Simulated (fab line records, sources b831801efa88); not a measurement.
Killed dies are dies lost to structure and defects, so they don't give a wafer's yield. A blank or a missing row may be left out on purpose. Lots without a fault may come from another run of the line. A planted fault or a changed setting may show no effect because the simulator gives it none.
fab line records | flow sky130
record lots=14 wafers=42 last_day=50
route steps=708 shown NWELL@67 VT_ADJUST_NCORE@125
lots that met no fault: from a run of the same line without faults
start_h: hours from the record's first day to the start of the lot's first wafer shown | wait_h: hours since the lot's step before | " the same as in the row above | L1.1+2: a row that stands for several wafers | - no value, or no start given | * or withheld: withheld | < > ~ a bound
route shown NAME@n: a module of which the file shows steps, and the number in the route of the first | usual: mean/standard deviation of fault-free wafers | same: alike in all rows | chamber/n: place in a boat | sites: the reading at each site | _std_site: their standard deviation | _edge_site: outer sites' mean less inner sites' | radius_mm: how far each site lies from the wafer's centre | mask NAME#n: copy n | behind: the tool/chamber that last shaped the wafer | hold: why the lot was held/for how many hours/how that ended | device: the transistor (n, p or np) that didn't switch | end of line: the same wafers' tests at the end of the route | a step without rows: its recipe alone | killed: dies lost to structure and defects at the first sort, not the wafer's yield | map: a wafer's dies, x killed, . not, _ none there
set.NAME: the setting as run; set.NAME@STEP: as run at that earlier step | model.NAME: the simulator's own value behind a step, which no gauge read
steps of the route over a sample of lots; a table a step, a row a wafer
services: from which hour (start_h, from the record's first day; less than 0 if before it) a tool's chamber was out of use, for how many hours, and why
## steps
# step SKY_NWELL_STRIP_14
# recipe chemistry=O2/N2 power_w=1400 pressure_mtorr=1500 platen_temp_c=withheld o2_flow_sccm=3000 n2_flow_sccm=300 overash_fraction=0.5
# usual drypump_motor_current_A=5.7/0.64 o2_flow_sccm=2999/8 oes_product_au=0.721/0.0041 strip_time_to_endpoint_s=36.92/0.11
# columns lot.wafer tool chamber start_h wait_h drypump_motor_current_A o2_flow_sccm oes_product_au rf_hours_counter_h strip_time_to_endpoint_s
L329.1 plasma_asher-04 1 78.57 0.1 5.3 2996 0.720 26 36.93
L329.4 " 0 " " 6.8 3009 0.720 - 37.08
L329.6 " 0 " " 6.8 3009 0.719 - 37.01
L330.1 plasma_asher-01 1 85.92 0.1 5.5 2995 0.725 41 36.90
L330.3 " 1 " " 5.5 2998 0.722 - 36.93
L330.5 " 0 " " 5.2 2994 0.724 - 36.91
L331.1 plasma_asher-01 0 91.56 0.1 5.2 2981 0.730 41 36.78
L331.2 " 1 " " 5.5 2988 0.722 41 36.75
L331.4 " 0 " " 5.2 3001 0.724 - 36.77
L332.4 plasma_asher-04 1 99.09 0.1 5.3 3004 0.726 - 36.77
L332.5 " 0 " " 6.8 3011 0.726 - 36.82
L332.6 " 1 " " 5.3 3000 0.722 - 36.88
L333.4 plasma_asher-04 1 107.54 0.1 5.2 3008 0.720 - 36.91
L333.5 " 1 " " 5.2 2997 0.717 - 36.78
L333.6 " 0 " " 6.8 3009 0.719 - 36.79
L343.2 plasma_asher-04 1 165.99 0.1 5.3 2993 0.731 35 36.84
L343.3 " 0 " " 6.8 2998 0.729 - 36.81
L343.4 " 1 " " 5.3 2992 0.725 - 36.83
L344.1 plasma_asher-04 0 170.36 0.1 6.8 3012 0.724 35 36.86
L344.3 " 0 " " 6.8 3010 0.721 - 36.78
L344.4 " 1 " " 5.3 3009 0.717 - 36.87
L345.1 plasma_asher-04 0 175.07 0.1 6.8 3002 0.722 36 36.94
L345.4 " 1 " " 5.3 2981 0.725 - 36.94
L345.6 " 0 " " 6.8 3002 0.723 - 37.04
L346.3 plasma_asher-04 1 186.45 0.1 5.3 3008 0.725 - 37.06
L346.5 " 1 " " 5.3 3003 0.719 - 36.88
L346.6 " 0 " " 6.8 2997 0.728 - 36.82
L348.1 plasma_asher-04 1 195.97 0.1 5.3 3008 0.721 38 37.06
L348.4 " 1 " " 5.3 3001 0.721 - 37.08
L348.5 " 1 " " 5.3 2994 0.723 - 37.04
L349.1 plasma_asher-03 0 204.51 0.1 5.8 2989 0.731 50 37.06
L349.2 " 1 " " 5.3 3003 0.726 50 37.03
L349.3 " 0 " " 5.8 3010 0.729 - 37.14
L350.2 plasma_asher-01 1 210.02 0.1 5.5 2990 0.716 52 36.98
L350.3 " 0 " " 5.2 2994 0.724 - 36.92
L350.4 " 1 " " 5.5 2979 0.720 - 36.96
L351.1 plasma_asher-03 0 216.22 0.1 5.8 3001 0.725 51 36.93
L351.5 " 1 " " 5.3 3006 0.721 - 36.69
L351.6 " 0 " " 5.9 3006 0.714 - 36.89
L352.1 plasma_asher-01 1 223.07 0.2 5.5 3002 0.720 54 36.90
L352.4 " 1 " " 5.5 2996 0.724 - 36.90
L352.6 " 0 " " 5.2 3001 0.725 - 36.96
# step SKY_NWELL_TW_MEAS_15
# usual NWELL_TW=1799/13
# columns lot.wafer tool chamber start_h wait_h NWELL_TW
L329.1 film_metro-02 - 78.67 0.1 1821
L329.4 " - " " 1810
L329.6 " - " " 1821
L330.1 film_metro-02 - 86.02 0.1 1814
L330.3 " - " " 1818
L330.5 " - " " 1824
L331.1 film_metro-04 - 91.66 0.1 1801
L331.2 " - " " 1792
L331.4 " - " " 1793
L332.4 film_metro-04 - 99.19 0.1 1804
L332.5 " - " " 1791
L332.6 " - " " 1804
L333.4 film_metro-02 - 107.64 0.1 1801
L333.5 " - " " 1804
L333.6 " - " " 1808
L343.2 film_metro-04 - 166.10 0.1 1789
L343.3 " - " " 1782
L343.4 " - " " 1797
L344.1 film_metro-02 - 170.46 0.1 1801
L344.3 " - " " 1811
L344.4 " - " " 1806
L345.1 film_metro-04 - 175.17 0.1 1792
L345.4 " - " " 1782
L345.6 " - " " 1789
L346.3 film_metro-02 - 186.54 0.1 1817
L346.5 " - " " 1805
L346.6 " - " " 1822
L348.1 film_metro-01 - 196.07 0.1 1782
L348.4 " - " " 1769
L348.5 " - " " 1787
L349.1 film_metro-01 - 204.61 0.1 1782
L349.2 " - " " 1763
L349.3 " - " " 1791
L350.2 film_metro-04 - 210.13 0.1 1793
L350.3 " - " " 1787
L350.4 " - " " 1793
L351.1 film_metro-04 - 216.32 0.1 1779
L351.5 " - " " 1782
L351.6 " - " " 1788
L352.1 film_metro-02 - 223.17 0.1 1815
L352.4 " - " " 1808
L352.6 " - " " 1810
# step SKY_VT_ADJUST_NCORE_DEVELOP_06
# recipe resist=NOVOLAK developer=TMAH develop_time_s=60 dev_temp_c=23
# usual chill_plate_temp_C=22.99/0.091 develop_time_s=60/0
# columns lot.wafer tool chamber start_h wait_h chill_plate_temp_C develop_time_s
L329.1 litho_track-02 0 174.08 0.1 22.98 60
L329.4 " 0 " " 22.92 60
L329.6 " 0 " " 22.86 60
L330.1 litho_track-01 0 182.63 0.1 22.96 60
L330.3 " 0 " " 22.90 60
L330.5 " 0 " " 22.94 60
L331.1 litho_track-04 0 190.59 0.1 22.86 60
L331.2 " 0 " " 22.95 60
L331.4 " 0 " " 22.88 60
L332.4 litho_track-02 - 199.66 0.1 - -
L332.5 " - " " - -
L332.6 " - " " - -
L333.4 litho_track-04 - 207.61 0.1 - -
L333.5 " - " " - -
L333.6 " - " " - -
L343.2 litho_track-04 0 279.76 0.1 22.91 60
L343.3 " 0 " " 23.03 60
L343.4 " 0 " " 22.88 60
L344.1 litho_track-02 0 286.43 0.1 22.83 60
L344.3 " 0 " " 22.99 60
L344.4 " 0 " " 23.01 60
L345.1 litho_track-04 0 291.54 0.1 23.05 60
L345.4 " 0 " " 23.05 60
L345.6 " 0 " " 23.11 60
L346.3 litho_track-01 0 306.82 0.1 22.98 60
L346.5 " 0 " " 22.97 60
L346.6 " 0 " " 23.01 60
L348.1 litho_track-04 0 318.14 0.1 22.91 60
L348.4 " 0 " " 22.91 60
L348.5 " 0 " " 22.96 60
L349.1 litho_track-01 0 327.72 0.1 22.95 60
L349.2 " 0 " " 22.92 60
L349.3 " 0 " " 23.00 60
L350.2 litho_track-04 0 334.46 0.1 22.82 60
L350.3 " 0 " " 22.99 60
L350.4 " 0 " " 22.94 60
L351.1 litho_track-02 0 342.23 0.1 22.98 60
L351.5 " 0 " " 22.98 60
L351.6 " 0 " " 23.00 60
L352.1 litho_track-04 0 351.14 0.1 22.96 60
L352.4 " 0 " " 23.00 60
L352.6 " 0 " " 22.96 60
# step SKY_VT_ADJUST_NCORE_STRIP_10
# recipe chemistry=O2/N2 power_w=1400 pressure_mtorr=1500 platen_temp_c=withheld o2_flow_sccm=3000 n2_flow_sccm=300 overash_fraction=0.5
# usual drypump_motor_current_A=5.7/0.37 o2_flow_sccm=2999/9.2 oes_product_au=0.715/0.0045 strip_time_to_endpoint_s=14.17/0.043
# columns lot.wafer tool chamber start_h wait_h drypump_motor_current_A o2_flow_sccm oes_product_au rf_hours_counter_h strip_time_to_endpoint_s
L329.1 plasma_asher-03 1 174.54 0.1 5.3 2993 0.714 47 14.18
L329.4 " 0 " " 5.8 3001 0.714 - 14.24
L329.6 " 0 " " 5.8 2993 0.715 - 14.20
L330.1 plasma_asher-03 1 183.08 0.1 5.3 3018 0.714 48 14.21
L330.3 " 1 " " 5.3 3000 0.714 - 14.18
L330.5 " 1 " " 5.3 3011 0.716 - 14.20
L331.1 plasma_asher-03 1 191.04 0.1 5.3 3012 0.717 49 14.11
L331.2 " 0 " " 5.8 2993 0.712 49 14.10
L331.4 " 1 " " 5.3 3006 0.710 - 14.14
L332.4 plasma_asher-01 0 200.07 0.1 5.2 2974 0.718 - 14.20
L332.5 " 0 " " 5.2 2974 0.714 - 14.19
L332.6 " 1 " " 5.5 2985 0.718 - 14.19
L333.4 plasma_asher-03 1 208.03 0.1 5.3 2995 0.719 - 14.18
L333.5 " 1 " " 5.3 3000 0.717 - 14.16
L333.6 " 0 " " 5.9 3001 0.725 - 14.19
L343.2 plasma_asher-01 0 280.19 0.1 5.2 3010 0.716 59 14.18
L343.3 " 1 " " 5.5 2992 0.717 - 14.18
L343.4 " 0 " " 5.2 3005 0.714 - 14.19
L344.1 plasma_asher-03 0 286.89 0.1 5.8 2997 0.727 58 14.27
L344.3 " 0 " " 5.8 3003 0.717 - 14.25
L344.4 " 1 " " 5.3 2998 0.713 - 14.22
L345.1 plasma_asher-03 1 291.99 0.1 5.3 2996 0.717 59 14.17
L345.4 " 1 " " 5.3 2993 0.710 - 14.22
L345.6 " 1 " " 5.3 2998 0.719 - 14.18
L346.3 plasma_asher-02 0 307.26 0.1 6.3 3007 0.711 - 14.13
L346.5 " 1 " " 5.9 3003 0.709 - 14.14
L346.6 " 0 " " 6.3 2999 0.714 - 14.13
L348.1 plasma_asher-02 0 318.59 0.1 6.3 2979 0.718 18 14.17
L348.4 " 1 " " 5.9 2995 0.716 - 14.13
L348.5 " 0 " " 6.3 2982 0.707 - 14.18
L349.1 plasma_asher-03 0 328.18 0.1 5.8 3013 0.721 63 14.21
L349.2 " 1 " " 5.3 2981 0.717 63 14.21
L349.3 " 0 " " 5.8 3014 0.720 - 14.15
L350.2 plasma_asher-03 1 334.89 0.1 5.3 2984 0.708 63 14.16
L350.3 " 1 " " 5.3 2990 0.716 - 14.18
L350.4 " 0 " " 5.8 3007 0.717 - 14.16
L351.1 plasma_asher-02 0 342.69 0.1 6.3 2989 0.707 20 14.16
L351.5 " 0 " " 6.3 3004 0.721 - 14.20
L351.6 " 1 " " 5.9 3006 0.720 - 14.14
L352.1 plasma_asher-02 1 351.59 0.1 5.8 2991 0.719 21 14.12
L352.4 " 0 " " 6.3 3010 0.720 - 14.10
L352.6 " 0 " " 6.3 2997 0.722 - 14.11
## services
# columns tool chamber start_h hours kind
plasma_asher-04 - 69.01 2.2 repair
litho_track-01 - 83.61 - consumable_replace:filter
plasma_asher-02 - 108.75 9.0 pm
plasma_asher-02 0 108.75 9.0 vent_cycle
plasma_asher-02 1 108.75 9.0 vent_cycle
litho_track-01 - 111.23 - consumable_replace:filter
plasma_asher-02 0 117.75 - clean
plasma_asher-02 1 117.75 - clean
plasma_asher-01 - 174.19 0.6 repair
plasma_asher-01 - 181.33 2.8 repair
plasma_asher-02 - 240.18 14.6 pm
litho_track-04 - 314.35 - consumable_replace:filter
plasma_asher-01 - 315.76 2.8 pm
litho_track-02 - 326.55 - consumable_replace:filter
## key
first_sign step=SKY_VT_ADJUST_NCORE_DEVELOP_06 reading=tool_record direction=missing
effect none on later readings
met_at SKY_VT_ADJUST_NCORE_DEVELOP_06
struck_lots L332,L333
sort_left_out L332.4,L332.5,L332.6,L333.4,L333.5,L333.6
tester_left_out L332,L333
not_acting_at SKY_NWELL_STRIP_14,SKY_NWELL_TW_MEAS_15,SKY_VT_ADJUST_NCORE_STRIP_10
onset_between 190.59 199.66
fault kind=skipped_step_whole tool=litho_track-02,litho_track-04 chamber=- onset_h=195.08 steps=SKY_VT_ADJUST_NCORE_DEVELOP_06 scope=struck_lots_only
# tester_left_out: of these lots the tester's yield and bins aren't shown, on N5 and GAA mostly nor the transistor test; their killed dies are dies lost to structure and defects alone, not to doping, threshold or leakage, so they don't give the yield
# sort_left_out: the simulated sort isn't trusted on such a fault, so these wafers' sort isn't shown, and their yield isn't known
